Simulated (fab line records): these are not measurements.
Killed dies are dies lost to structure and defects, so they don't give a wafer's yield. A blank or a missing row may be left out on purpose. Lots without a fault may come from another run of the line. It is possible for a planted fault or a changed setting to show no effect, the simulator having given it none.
What tool caused it? / flow sfq line / 42 wafers from 14 lots sampled at 2 of the route's 325 steps

WHAT EACH GAUGE READ, for each wafer
The record holds no reading of a measuring or inspecting step that can be judged against a usual standard deviation.

EACH LOT AND THE TOOL THAT RAN IT (in order: tool; ch and the chambers of the sampled wafers; start)
lot=L292; SFQ_TRILAYER_JJ_CE_LITHO_PEB_117=litho track-02 ch 0, day 41 05:32; SFQ_TRILAYER_JJ_CE_METRO_MEASURE_117=cd sem-02, day 41 06:03
lot=L293; SFQ_TRILAYER_JJ_CE_LITHO_PEB_117=litho track-02 ch 0, day 41 09:08; SFQ_TRILAYER_JJ_CE_METRO_MEASURE_117=cd sem-02, day 41 09:39
lot=L294; SFQ_TRILAYER_JJ_CE_LITHO_PEB_117=litho track-03 ch 0, day 41 11:31; SFQ_TRILAYER_JJ_CE_METRO_MEASURE_117=cd sem-01, day 41 11:51
lot=L295; SFQ_TRILAYER_JJ_CE_LITHO_PEB_117=litho track-01 ch 0, day 41 19:43; SFQ_TRILAYER_JJ_CE_METRO_MEASURE_117=cd sem-02, day 41 20:03
lot=L296; SFQ_TRILAYER_JJ_CE_LITHO_PEB_117=litho track-03 ch 0, day 42 11:39; SFQ_TRILAYER_JJ_CE_METRO_MEASURE_117=cd sem-01, day 42 11:59
lot=L297; SFQ_TRILAYER_JJ_CE_LITHO_PEB_117=litho track-03 ch 0, day 42 12:31; SFQ_TRILAYER_JJ_CE_METRO_MEASURE_117=cd sem-02, day 42 12:51
lot=L305; SFQ_TRILAYER_JJ_CE_LITHO_PEB_117=litho track-01 ch 0, day 45 11:22; SFQ_TRILAYER_JJ_CE_METRO_MEASURE_117=cd sem-02, day 45 11:53
lot=L306; SFQ_TRILAYER_JJ_CE_LITHO_PEB_117=litho track-01 ch 0, day 45 14:56; SFQ_TRILAYER_JJ_CE_METRO_MEASURE_117=cd sem-01, day 45 15:17
lot=L307; SFQ_TRILAYER_JJ_CE_LITHO_PEB_117=litho track-03 ch 0, day 45 19:44; SFQ_TRILAYER_JJ_CE_METRO_MEASURE_117=cd sem-02, day 45 20:05
lot=L308; SFQ_TRILAYER_JJ_CE_LITHO_PEB_117=litho track-03 ch 0, day 45 23:22; SFQ_TRILAYER_JJ_CE_METRO_MEASURE_117=cd sem-01, day 45 23:53
lot=L310; SFQ_TRILAYER_JJ_CE_LITHO_PEB_117=litho track-03 ch 0, day 46 18:35; SFQ_TRILAYER_JJ_CE_METRO_MEASURE_117=cd sem-01, day 46 18:55
lot=L311; SFQ_TRILAYER_JJ_CE_LITHO_PEB_117=litho track-02 ch 0, day 47 01:47; SFQ_TRILAYER_JJ_CE_METRO_MEASURE_117=cd sem-02, day 47 02:07
lot=L314; SFQ_TRILAYER_JJ_CE_LITHO_PEB_117=litho track-02 ch 0, day 47 18:40; SFQ_TRILAYER_JJ_CE_METRO_MEASURE_117=cd sem-01, day 47 19:31
lot=L315; SFQ_TRILAYER_JJ_CE_LITHO_PEB_117=litho track-01 ch 0, day 47 22:13; SFQ_TRILAYER_JJ_CE_METRO_MEASURE_117=cd sem-02, day 47 22:43
- SFQ_TRILAYER_JJ_CE_LITHO_PEB_117: peb time 60 s.
- SFQ_TRILAYER_JJ_CE_METRO_MEASURE_117

AS READ BY THE TOOLS THEMSELVES (means over the sampled wafers that have a number; for cases with no such wafer, the mark the record gives instead)
SFQ_TRILAYER_JJ_CE_METRO_MEASURE_117.
lot=L292; tool=cd sem-02; cd nm (nm)=700.7
lot=L293; tool=cd sem-02; cd nm (nm)=699.3
lot=L294; tool=cd sem-01; cd nm (nm)=699.7
lot=L295; tool=cd sem-02; cd nm (nm)=700.2
lot=L296; tool=cd sem-01; cd nm (nm)=702.3
lot=L297; tool=cd sem-02; cd nm (nm)=700.9
lot=L305; tool=cd sem-02; cd nm (nm)=689.8
lot=L306; tool=cd sem-01; cd nm (nm)=687.2
lot=L307; tool=cd sem-02; cd nm (nm)=697.6
lot=L308; tool=cd sem-01; cd nm (nm)=699.6
lot=L310; tool=cd sem-01; cd nm (nm)=699.5
lot=L311; tool=cd sem-02; cd nm (nm)=698.7
lot=L314; tool=cd sem-01; cd nm (nm)=699.1
lot=L315; tool=cd sem-02; cd nm (nm)=699.7

THE ANSWER, worked out from the rows above alone
Rule: the usual values come from the lots themselves. The widest of any qualifying gaps counts: lots, ordered by their means at a reading, are off when they make up no more than a third of the lots, leave a main group of 4 or more, and stand apart from it by 3 or more times the standard deviation of that group's means. Not used: any main group whose means are identical at the precision the tables above print for the reading. A lot without any number at a reading at which 4 lots or more have one is off too. The other lots that the step has rows for count as sound. The gauges are gone through in route order, then the tools' own readings, and for those a lot's mean is taken as printed above. At the first step where some lot is off, the reading lying furthest off is the one used; lots without a number count as furthest.
Off, at SFQ_TRILAYER_JJ_CE_METRO_MEASURE_117 on cd nm: L305, L306. For the main group the mean is 699.8 nm and the standard deviation 1.1.
If a tool, at that step or one of the process steps before it, ran each lot that is off and ran no sound lot following the first of them, it fits. No candidate that was tried fits.

WHAT WAS PUT IN BY THE SIMULATOR
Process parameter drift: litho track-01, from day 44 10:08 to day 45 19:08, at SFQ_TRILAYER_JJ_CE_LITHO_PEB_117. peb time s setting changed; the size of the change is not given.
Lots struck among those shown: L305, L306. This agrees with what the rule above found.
